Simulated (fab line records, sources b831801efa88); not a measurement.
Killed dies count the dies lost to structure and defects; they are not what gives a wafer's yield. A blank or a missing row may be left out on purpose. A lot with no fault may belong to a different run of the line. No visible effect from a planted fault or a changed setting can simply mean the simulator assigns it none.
Matching of chambers | flow gf180mcu | 4 sister chambers for GF_POLY_GATE_ETCH_13 on rie si-02
The step etches poly-Si in HBr/Cl2, stops on SiO2, target depth 198.5 nm, time 69.6 s. 14 wafers are shown with their chamber, then 7 later ones without.

== WAFERS PAIRED WITH THEIR CHAMBERS ==
wafer  | chamber | drypump motor current A (A) | oes product au (a.u.) | rf fwd power W (W)
L282.1 | 2       | 5.9                         | 0.993                 | 395.3
L282.5 | 2       | 6.0                         | 0.996                 | 394.7
L282.6 | 1       | 5.2                         | 0.978                 | 395.4
L283.1 | 1       | 5.3                         | 0.971                 | 396.4
L283.4 | 2       | 6.0                         | 0.989                 | 394.8
L283.5 | 2       | 6.0                         | 1.002                 | 394.5
L286.2 | 0       | 5.8                         | 1.001                 | 395.9
L286.5 | 3       | 6.5                         | 0.992                 | 396.0
L286.6 | 2       | 5.9                         | 0.995                 | 394.6
L290.2 | 0       | 5.8                         | 0.991                 | 398.2
L290.3 | 3       | 6.5                         | 0.989                 | 398.0
L290.6 | 2       | 6.0                         | 0.993                 | 395.7
L292.3 | 3       | 6.5                         | 0.992                 | 396.1
L292.4 | 1       | 5.3                         | 0.984                 | 395.9

SIGNATURES (means of the wafers above)
reading                 | chamber 0 | chamber 1 | chamber 2 | chamber 3 | scatter within a chamber
drypump motor current A | 5.800     | 5.267     | 5.967     | 6.500     | 0.0447
oes product au          | 0.99600   | 0.97767   | 0.99467   | 0.99100   | 0.00484
rf fwd power W          | 397.050   | 395.900   | 394.933   | 396.700   | 0.823
Rule: for each reading, subtract the chamber's mean from the wafer's reading, divide by that reading's scatter and square the result; add these up over the readings and take the root, which gives the wafer's distance from the chamber. The wafer belongs to the nearest chamber; if the next one is less than 2 further off, it can't be placed. How the scatter is found: for the shown wafers, subtract from each reading the mean of its chamber, square and add these, divide the total by (wafers less chambers), then take the root.

== WAFERS WHOSE CHAMBER IS MISSING ==
wafer  | drypump motor current A (A) | oes product au (a.u.) | rf fwd power W (W)
L292.5 | 6.5                         | 0.986                 | 394.4
L296.1 | 6.0                         | 0.977                 | 395.4
L296.4 | 5.3                         | 0.969                 | 397.1
L296.6 | 5.3                         | 0.962                 | 396.4
L304.1 | 6.5                         | 0.992                 | 396.5
L304.2 | 5.2                         | 0.991                 | 396.7
L304.5 | 5.2                         | 0.997                 | 396.2

== WHICH CHAMBER EACH WENT THROUGH ==
wafer  | from the rows above | in truth
L292.5 | 3                   | 3
L296.1 | 2                   | 2
L296.4 | 1                   | 1
L296.6 | 1                   | 1
L304.1 | 3                   | 3
L304.2 | 1                   | 1
L304.5 | 1                   | 1
Correctly placed: 7 of 7. Not placeable from these rows: 0. 0 placed wrongly.
